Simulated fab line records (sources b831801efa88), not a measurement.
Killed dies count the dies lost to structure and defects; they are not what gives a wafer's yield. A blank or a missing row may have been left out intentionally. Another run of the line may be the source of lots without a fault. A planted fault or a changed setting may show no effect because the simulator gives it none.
Which tool is to blame? -- flow gf180mcu -- 14 lots, 42 wafers sampled, at 3 steps of a route of 602

== WHAT THE GAUGES READ, wafer by wafer ==
GF_NSD_OVL_MEAS_08. Usual: NSD_OVL -0.8 nm, standard deviation 1.3.
lot,measured,on,NSD_OVL (nm),flag
L149,day 13 18:25,overlay-01,0.1 0.3 -1.8,
L148,day 13 23:15,overlay-02,-0.7 2.3 -0.5,
L150,day 14 05:12,overlay-02,-0.1 -1.4 -0.2,
L151,day 14 13:30,overlay-02,-1.9 -2.3 -2.6,
L152,day 14 14:13,overlay-02,-0.5 -1.1 -0.5,
L153,day 15 00:46,overlay-02,-0.1 -2.2 -0.3,
L157,day 16 06:07,overlay-02,-0.6 -0.6 -2.3,
L158,day 16 15:07,overlay-02,-2.0 -1.6 -2.0,
L161,day 17 23:58,overlay-01,1.4 -0.2 1.9,
L162,day 18 06:17,overlay-01,-0.1 -1.6 -1.1,
L169,day 20 23:28,overlay-01,1.6 -2.1 -0.4,
L168,day 21 06:16,overlay-01,1.1 0.4 -0.5,
L170,day 21 14:49,overlay-01,-2.1 0.2 1.6,
L171,day 21 20:01,overlay-01,-1.1 -0.6 -2.7,

GF_M1_OVL_MEAS_15. Usual: M1_OVL -3 nm, standard deviation 5.4.
lot,measured,on,M1_OVL (nm),flag
L149,day 17 12:04,overlay-01,-8 -4 -14,
L148,day 17 16:16,overlay-02,-6 1 8,
L150,day 18 00:19,overlay-01,-12 -4 -6,
L151,day 18 08:40,overlay-01,2 0 -5,
L152,day 18 10:49,overlay-01,0 5 11,
L153,day 18 22:22,overlay-02,2 0 -8,
L157,day 20 07:16,overlay-02,-11 -11 -9,
L158,day 20 16:01,overlay-01,-1 -6 -2,
L161,day 22 02:46,overlay-01,-4 -6 -2,
L162,day 22 09:00,overlay-02,-5 -7 -1,
L169,day 24 21:52,overlay-02,-6 0 -6,
L168,day 25 05:06,overlay-02,2 -6 1,
L170,day 25 10:42,overlay-02,4 1 3,
L171,day 25 17:27,overlay-02,-3 1 -2,

== EACH LOT AND THE TOOL THAT RAN IT (in order: tool; ch and the chambers of the sampled wafers; start) ==
lot,GF_POLY_GATE_ETCH_13
L149,"rieSi-01 ch 0,1, day 9 14:07"
L148,"rieSi-02 ch 1,2,3, day 9 16:01"
L150,"rieSi-02 ch 0,1,3, day 9 22:58"
L151,"rieSi-02 ch 0,1,2, day 10 06:14"
L152,"rieSi-01 ch 0,1,2, day 10 06:19"
L153,"rieSi-02 ch 2,3, day 10 14:58"
L157,"rieSi-01 ch 0,3, day 11 15:49"
L158,"rieSi-02 ch 1,2, day 11 23:22"
L161,"rieSi-02 ch 1,2,3, day 13 05:05"
L162,"rieSi-01 ch 0,1,3, day 13 11:07"
L169,"rieSi-02 ch 0,1,2, day 15 20:28"
L168,"rieSi-01 ch 0,2,3, day 15 23:59"
L170,"rieSi-01 ch 1,3, day 16 13:22"
L171,"rieSi-01 ch 1,2,3, day 16 16:46"
- GF_POLY_GATE_ETCH_13: etches poly-Si in HBr/Cl2, stops on SiO2, target depth 198.5 nm, time 69.6 s.

== WHAT THE TOOLS THEMSELVES READ (means of the sampled wafers that have a number; where no wafer has one, the mark that the record gives instead) ==
GF_POLY_GATE_ETCH_13. Usual: biasW 100.0 W, standard deviation 0.31; drypumpMotorCurrentA 5.5 A, standard deviation 0.55; heBacksideLeakSccm 2.78 sccm, standard deviation 0.25; oesProductAu 0.993 a.u., standard deviation 0.0089; throttleValvePct 33.684 %, standard deviation 0.0093.
lot,tool,biasW (W),drypumpMotorCurrentA (A),heBacksideLeakSccm (sccm),oesProductAu (a.u.),throttleValvePct (%),flag
L149,rieSi-01,100.2,5.6,2.66,0.999,33.681,
L148,rieSi-02,100.2,5.4,2.86,1.002,33.683,
L150,rieSi-02,100.2,5.6,2.80,0.984,33.688,
L151,rieSi-02,100.1,5.3,2.69,0.993,33.680,
L152,rieSi-01,100.2,5.9,2.78,0.997,33.680,
L153,rieSi-02,100.1,5.5,2.67,0.992,33.675,
L157,rieSi-01,100.0,5.6,2.89,0.915,33.690,OFF
L158,rieSi-02,99.9,5.1,2.82,0.993,33.679,
L161,rieSi-02,99.9,5.4,2.76,0.991,33.679,
L162,rieSi-01,100.0,5.3,2.86,0.951,33.685,OFF
L169,rieSi-02,99.8,5.3,2.72,0.989,33.676,
L168,rieSi-01,100.0,5.9,2.83,0.983,33.695,
L170,rieSi-01,100.0,5.0,2.93,0.991,33.684,
L171,rieSi-01,99.7,5.6,2.67,0.988,33.685,

== THE ANSWER, worked out from the rows above alone ==
Rule: a lot counts as off when the mean over its wafers that have a number is more than 3 standard deviations away from the usual mean. A lot without any number at a reading at which 4 lots or more have one is off too. Any other lot the step has rows for is counted as sound. The gauges are gone through in route order, then the tools' own readings, and for those a lot's mean is taken as printed above. At the first step where some lot is off, the reading lying furthest off is the one used; lots without a number count as furthest.
Off, at GF_POLY_GATE_ETCH_13 on oesProductAu: L157, L162.
A tool fits if, at that step or a process step before it, it ran every lot that is off, and no sound lot after the first of them. None of those tried fits.

== WHAT WAS PUT IN BY THE SIMULATOR ==
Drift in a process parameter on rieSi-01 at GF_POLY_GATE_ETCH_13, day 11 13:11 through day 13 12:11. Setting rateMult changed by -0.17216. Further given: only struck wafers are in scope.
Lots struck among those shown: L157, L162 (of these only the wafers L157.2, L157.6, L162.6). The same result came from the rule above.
